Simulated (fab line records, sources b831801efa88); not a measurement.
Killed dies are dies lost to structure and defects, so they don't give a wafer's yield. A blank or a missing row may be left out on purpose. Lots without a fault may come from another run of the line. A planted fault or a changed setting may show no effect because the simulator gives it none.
fab line records | flow sfq_line
record lots=13 wafers=39 last_day=95
route steps=325 shown INCOMING@1 M1@68 I1@74 M2@98
lots that met no fault: from a run of the same line without faults
start_h: hours from the record's first day to the start of the lot's first wafer shown | wait_h: hours since the lot's step before | " the same as in the row above | L1.1+2: a row that stands for several wafers | - no value, or no start given | * or withheld: withheld | < > ~ a bound
route shown NAME@n: a module of which the file shows steps, and the number in the route of the first | usual: mean/standard deviation of fault-free wafers | same: alike in all rows | chamber/n: place in a boat | sites: the reading at each site | _std_site: their standard deviation | _edge_site: outer sites' mean less inner sites' | radius_mm: how far each site lies from the wafer's centre | mask NAME#n: copy n | behind: the tool/chamber that last shaped the wafer | hold: why the lot was held/for how many hours/how that ended | device: the transistor (n, p or np) that didn't switch | end of line: the same wafers' tests at the end of the route | a step without rows: its recipe alone | killed: dies lost to structure and defects at the first sort, not the wafer's yield | map: a wafer's dies, x killed, . not, _ none there
set.NAME: the setting as run; set.NAME@STEP: as run at that earlier step | model.NAME: the simulator's own value behind a step, which no gauge read
steps of the route over a sample of lots; a table a step, a row a wafer
services: from which hour (start_h, from the record's first day; less than 0 if before it) a tool's chamber was out of use, for how many hours, and why
## steps
# step SFQ_INCOMING_BOW_MEAS_900
# recipe mode=bow
# usual INCOMING_BOW=0/7.1
# columns lot.wafer tool chamber start_h wait_h INCOMING_BOW[um]
L733.2 film_metro-02 - 10.02 - 0
L733.3 " - " " -7
L733.4 " - " " -5
L734.3 film_metro-02 - 15.04 - -9
L734.4 " - " " -8
L734.6 " - " " -4
L736.1 film_metro-02 - 25.00 - 2
L736.4 " - " " -5
L736.6 " - " " -1
L737.3 film_metro-01 - 30.04 - 6
L737.4 " - " " -6
L737.5 " - " " 2
L741.1 film_metro-01 - 50.00 - -7
L741.4 " - " " -13
L741.5 " - " " 1
L744.2 film_metro-03 - 65.02 - -5
L744.4 " - " " 1
L744.6 " - " " 15
L748.1 film_metro-03 - 85.00 - -11
L748.2 " - " " 4
L748.6 " - " " 10
L750.2 film_metro-03 - 95.02 - 4
L750.3 " - " " -3
L750.4 " - " " -16
L751.1 film_metro-03 - 100.00 - -9
L751.5 " - " " 7
L751.6 " - " " 1
L753.2 film_metro-03 - 110.02 - -3
L753.4 " - " " -5
L753.6 " - " " 2
L754.2 film_metro-03 - 115.02 - -1
L754.3 " - " " 7
L754.4 " - " " 0
L755.3 film_metro-02 - 120.04 - -2
L755.4 " - " " -4
L755.6 " - " " -5
L756.1 film_metro-03 - 125.00 - 1
L756.3 " - " " 9
L756.6 " - " " -4
# step SFQ_M1_OVL_MEAS_911
# usual M1_OVL=2/5
# columns lot.wafer tool chamber start_h wait_h M1_OVL[nm]
L733.2 overlay-02 - 421.33 0.1 3
L733.3 " - " " 5
L733.4 " - " " 8
L734.3 overlay-01 - 424.93 0.1 2
L734.4 " - " " -3
L734.6 " - " " 7
L736.1 overlay-01 - 427.32 0.1 3
L736.4 " - " " -3
L736.6 " - " " -4
L737.3 overlay-01 - 429.73 0.1 -7
L737.4 " - " " -5
L737.5 " - " " -6
L741.1 overlay-02 - 438.12 0.1 -2
L741.4 " - " " -6
L741.5 " - " " -7
L744.2 overlay-01 - 448.30 0.1 -4
L744.4 " - " " 2
L744.6 " - " " 0
L748.1 overlay-02 - 465.09 0.1 5
L748.2 " - " " 6
L748.6 " - " " 2
L750.2 overlay-01 - 467.50 0.1 1
L750.3 " - " " 5
L750.4 " - " " 7
L751.1 overlay-01 - 468.69 0.1 9
L751.5 " - " " 6
L751.6 " - " " 9
L753.2 overlay-02 - 511.55 0.1 5
L753.4 " - " " -1
L753.6 " - " " 0
L754.2 overlay-02 - 804.49 0.1 -6
L754.3 " - " " -3
L754.4 " - " " -6
L755.3 overlay-02 - 808.10 0.1 -2
L755.4 " - " " 9
L755.6 " - " " 0
L756.1 overlay-01 - 816.49 0.1 0
L756.3 " - " " 4
L756.6 " - " " -4
# step SFQ_TRILAYER_I1_CMP_CMP_046
# recipe material=SiO2 down_force_psi=3 platen_rpm=60 pad_velocity_m_s=0.94248
# usual edge_zone_pressure_frac=0.999/0.005 motor_current_A=9.9/1 time_to_endpoint_s=213/8.9
# columns lot.wafer tool chamber start_h wait_h edge_zone_pressure_frac motor_current_A time_to_endpoint_s
L733.3 cmp-01 1 422.39 0.0 1.000 10.8 222
L733.2 " 2 " " 0.991 9.5 216
L733.4 " 3 " " 1.003 9.1 215
L734.4 cmp-02 0 425.99 0.0 1.003 10.0 231
L734.3 " 1 " " 1.004 8.9 204
L734.6 " 1 428.49 2.5 1.000 8.9 213
L736.1 cmp-02 3 429.99 1.6 1.000 11.1 225
L736.4 " 0 " " 1.002 9.8 224
L736.6 " 1 " " 0.998 8.7 216
L737.3 cmp-01 0 430.79 0.0 0.999 10.4 212
L737.4 " 2 431.79 1.0 0.992 9.6 209
L737.5 " 1 433.29 2.5 1.000 10.5 217
L741.4 cmp-01 1 439.73 0.5 0.993 10.0 214
L741.1 " 2 " " 0.996 9.9 211
L741.5 " 0 441.23 2.0 1.010 11.1 210
L744.2 cmp-01 0 449.87 0.5 1.004 10.4 215
L744.4 " 1 " " 0.993 10.7 277
L744.6 " 0 451.87 2.5 1.003 10.9 213
L748.2 cmp-02 3 467.21 1.1 0.991 11.8 206
L748.1 " 0 " " 0.996 10.0 213
L748.6 " 1 " " 1.000 9.1 214
L750.3 cmp-02 2 469.71 1.1 0.995 8.9 217
L750.4 " 3 " " 0.989 11.4 213
L750.2 " 0 " " 1.003 10.1 209
L751.1 cmp-02 0 473.71 4.0 0.993 10.2 211
L751.6 " 1 " " 0.996 8.5 209
L751.5 " 2 " " 0.994 8.6 219
L753.4 cmp-02 1 514.21 1.3 1.000 8.4 211
L753.2 " 0 515.71 2.9 1.004 10.2 217
L753.6 " 1 " " 1.000 8.5 214
L754.3 cmp-02 2 826.20 20.7 1.002 8.8 222
L754.4 " 3 " " 1.000 12.0 223
L754.2 " 1 827.70 22.2 1.005 8.5 215
L755.3 cmp-01 0 832.70 22.8 0.997 10.3 205
L755.4 " 1 " " 0.999 10.3 215
L755.6 " 2 " " 0.995 9.8 203
L756.3 cmp-01 2 844.20 25.9 0.996 10.0 196
L756.1 " 0 845.20 26.9 1.003 11.2 187
L756.6 " 2 846.20 27.9 0.995 10.4 193
# step SFQ_I1_BOW_MEAS_912
# recipe mode=bow
# usual I1_BOW=2/9.1
# columns lot.wafer tool chamber start_h wait_h I1_BOW[um]
L733.2 film_metro-04 - 425.41 2.0 0
L733.3 " - " " -7
L733.4 " - " " -5
L734.3 film_metro-01 - 429.03 2.0 -12
L734.4 " - " " -11
L734.6 " - " " -8
L736.1 film_metro-02 - 431.99 1.5 3
L736.4 " - " " -4
L736.6 " - " " 0
L737.3 film_metro-04 - 433.83 2.5 2
L737.4 " - " " -8
L737.5 " - " " -2
L741.1 film_metro-04 - 442.23 1.5 7
L741.4 " - " " 1
L741.5 " - " " 13
L744.2 film_metro-02 - 452.39 2.0 -7
L744.4 " - " " -1
L744.6 " - " " 13
L744.2 film_metro-02 - 453.71 1.3 -
L744.4 " - " " -
L744.6 " - " " -
L748.1 film_metro-02 - 469.21 1.0 -6
L748.2 " - " " 7
L748.6 " - " " 16
L750.2 film_metro-01 - 472.23 1.0 2
L750.3 " - " " -3
L750.4 " - " " -18
L751.1 film_metro-01 - 475.21 1.0 -8
L751.5 " - " " 7
L751.6 " - " " 2
L753.2 film_metro-02 - 517.23 1.0 -5
L753.4 " - " " -6
L753.6 " - " " 0
L754.2 film_metro-02 - 829.22 1.0 -5
L754.3 " - " " 5
L754.4 " - " " -4
L755.3 film_metro-04 - 834.74 1.5 -8
L755.4 " - " " -9
L755.6 " - " " -11
L756.1 film_metro-01 - 846.70 1.0 5
L756.3 " - " " 13
L756.6 " - " " -1
# step SFQ_TRILAYER_I1_METRO_MEASURE_047
# usual thk_nm=199.7/1.1
# columns lot.wafer tool chamber start_h wait_h thk_nm
L733.2 film_metro-04 - 425.71 0.3 198.5
L733.3 " - " " 199.5
L733.4 " - " " 200.0
L734.3 film_metro-01 - 429.51 0.5 198.6
L734.4 " - " " 201.7
L734.6 " - " " 198.5
L736.1 film_metro-02 - 432.11 0.1 198.7
L736.4 " - " " 200.4
L736.6 " - " " 198.9
L737.3 film_metro-04 - 434.31 0.5 199.4
L737.4 " - " " 197.0
L737.5 " - " " 199.8
L741.1 film_metro-04 - 442.35 0.1 197.8
L741.4 " - " " 199.2
L741.5 " - " " 199.5
L744.2 film_metro-02 - 456.54 2.8 199.8
L744.4 " - " " 304.9
L744.6 " - " " 199.1
L744.2 film_metro-02 - 457.90 1.2 199.8
L744.4 " - " " 305.1
L744.6 " - " " 199.4
L748.1 film_metro-02 - 469.33 0.1 200.2
L748.2 " - " " 199.1
L748.6 " - " " 199.3
L750.2 film_metro-01 - 472.53 0.3 199.1
L750.3 " - " " 199.8
L750.4 " - " " 199.2
L751.1 film_metro-01 - 475.33 0.1 199.0
L751.5 " - " " 199.7
L751.6 " - " " 198.3
L753.2 film_metro-02 - 517.53 0.3 199.6
L753.4 " - " " 199.1
L753.6 " - " " 200.0
L754.2 film_metro-02 - 829.52 0.3 201.0
L754.3 " - " " 203.2
L754.4 " - " " 201.0
L755.3 film_metro-04 - 835.22 0.5 199.9
L755.4 " - " " 199.4
L755.6 " - " " 196.9
L756.1 film_metro-01 - 846.82 0.1 199.8
L756.3 " - " " 198.4
L756.6 " - " " 198.1
# step SFQ_TRILAYER_I1_VIA_ETCH_VIA_ETCH_052
# recipe target=SiO2 stop_on=Nb mask_material=PR taper_deg=20 chemistry=CHF3 target_depth_nm=260 source_w=500 bias_w=80 pressure_mtorr=30 time_s=withheld
# usual drypump_motor_current_A=5.6/0.52 oes_product_au=0.854/0.0058
# columns lot.wafer tool chamber start_h wait_h drypump_motor_current_A oes_product_au
L733.2 rie_diel-04 1 573.26 0.0 5.6 0.855
L733.3 " 2 " " 4.7 0.851
L733.4 " 0 " " 6.6 0.860
L734.3 rie_diel-01 2 575.66 0.0 6.1 0.859
L734.4 " 1 " " 5.3 0.856
L734.6 " 3 " " 5.7 0.854
L736.1 rie_diel-04 3 579.26 0.0 4.9 0.847
L736.4 " 2 " " 4.7 0.857
L736.6 " 3 " " 4.9 0.867
L737.3 rie_diel-01 0 580.46 0.0 5.4 0.854
L737.4 " 1 " " 5.3 0.841
L737.5 " 1 " " 5.3 0.845
L741.1 rie_diel-03 2 588.86 0.0 5.5 0.846
L741.4 " 3 " " 5.9 0.860
L741.5 " 3 " " 5.9 0.853
L744.2 rie_diel-03 3 597.26 0.0 5.9 0.859
L744.4 " 1 " " 5.7 1.005
L744.6 " 0 " " 5.6 0.860
L748.1 rie_diel-01 2 616.59 0.0 6.0 0.856
L748.2 " 3 " " 5.7 0.848
L748.6 " 2 " " 6.0 0.848
L750.2 rie_diel-01 0 621.39 0.0 5.4 0.848
L750.3 " 3 " " 5.7 0.857
L750.4 " 1 " " 5.3 0.845
L751.1 rie_diel-04 2 623.34 0.0 4.6 0.855
L751.5 " 0 " " 6.5 0.858
L751.6 " 3 " " 4.9 0.849
L753.2 rie_diel-04 2 625.74 0.0 4.7 0.860
L753.4 " 3 " " 4.9 0.852
L753.6 " 0 " " 6.6 0.856
L754.2 rie_diel-03 2 935.20 0.0 5.6 0.860
L754.3 " 3 " " 5.9 0.862
L754.4 " 1 " " 5.7 0.855
L755.3 rie_diel-01 3 939.80 0.0 5.7 0.850
L755.4 " 3 " " 5.7 0.849
L755.6 " 0 " " 5.4 0.847
L756.1 rie_diel-04 3 950.60 0.0 5.0 0.849
L756.3 " 0 " " 6.6 0.854
L756.6 " 0 " " 6.6 0.841
# step SFQ_M2_OVL_MEAS_916
# usual M2_OVL=4/5.3
# columns lot.wafer tool chamber start_h wait_h M2_OVL[nm]
L733.2 overlay-01 - 747.71 0.1 1
L733.3 " - " " 3
L733.4 " - " " -3
L734.3 overlay-01 - 750.11 0.1 5
L734.4 " - " " 3
L734.6 " - " " 5
L736.1 overlay-01 - 754.90 0.1 9
L736.4 " - " " 14
L736.6 " - " " 12
L737.3 overlay-02 - 756.11 0.1 5
L737.4 " - " " 0
L737.5 " - " " -3
L741.1 overlay-02 - 764.50 0.1 4
L741.4 " - " " 1
L741.5 " - " " -7
L744.2 overlay-01 - 774.49 0.1 -1
L744.4 " - " " 1
L744.6 " - " " 4
L748.1 overlay-01 - 780.49 0.1 0
L748.2 " - " " 5
L748.6 " - " " 0
L750.2 overlay-02 - 782.89 0.1 10
L750.3 " - " " 4
L750.4 " - " " 1
L751.1 overlay-01 - 784.70 0.1 -2
L751.5 " - " " 5
L751.6 " - " " -5
L753.2 overlay-01 - 787.11 0.1 2
L753.4 " - " " 4
L753.6 " - " " 0
L754.2 overlay-02 - 939.59 0.1 0
L754.3 " - " " -2
L754.4 " - " " 2
L755.3 overlay-01 - 952.34 0.1 -2
L755.4 " - " " 7
L755.6 " - " " 2
L756.1 overlay-02 - 976.33 0.1 10
L756.3 " - " " 6
L756.6 " - " " 6
## services
# columns tool chamber start_h hours kind
cmp-01 - 402.93 8.5 repair
cmp-02 - 408.01 4.0 pm
cmp-01 - 411.62 1.2 repair
cmp-02 - 419.39 6.1 pm
cmp-01 - 426.37 0.3 repair
film_metro-02 - 429.18 0.2 pm
film_metro-02 - 437.85 0.8 pm
cmp-01 - 478.08 8.1 pm
cmp-02 - 509.41 0.5 repair
cmp-01 - 548.48 0.3 repair
cmp-02 - 553.14 2.4 repair
cmp-02 - 606.86 1.3 repair
cmp-02 - 624.36 5.5 repair
cmp-02 - 624.37 1.2 repair
cmp-02 - 629.86 8.4 pm
cmp-02 - 658.28 0.8 repair
cmp-02 - 711.77 2.4 repair
cmp-02 - 725.91 0.4 repair
cmp-02 - 748.01 4.0 pm
cmp-02 - 788.50 4.7 pm
cmp-02 - 793.52 2.0 repair
cmp-02 - 846.71 2.4 repair
cmp-02 - 890.32 3.9 repair
cmp-02 - 909.70 22.7 repair
## key
first_sign step=SFQ_TRILAYER_I1_CMP_CMP_046 reading=time_to_endpoint_s direction=up sigmas=7.1 usual=* struck=*
effect step=SFQ_I1_BOW_MEAS_912 reading=visit direction=added
effect step=SFQ_TRILAYER_I1_METRO_MEASURE_047 reading=visit direction=added
effect step=SFQ_TRILAYER_I1_METRO_MEASURE_047 reading=thk_nm direction=up sigmas=97 usual=199.7 struck=304.9
effect step=SFQ_TRILAYER_I1_VIA_ETCH_VIA_ETCH_052 reading=oes_product_au direction=up sigmas=26 usual=0.854 struck=1.005
met_at SFQ_TRILAYER_I1_CMP_CMP_046
struck_lots L744
struck_wafers L744.4
not_acting_at SFQ_INCOMING_BOW_MEAS_900,SFQ_M1_OVL_MEAS_911,SFQ_M2_OVL_MEAS_916
onset_between 439.73 449.87
fault kind=process_parameter_drift tool=cmp-01 chamber=- onset_h=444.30 steps=SFQ_TRILAYER_I1_CMP_CMP_046 channel=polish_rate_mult offset=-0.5 shape=step end_h=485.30 scope=struck_wafers_only
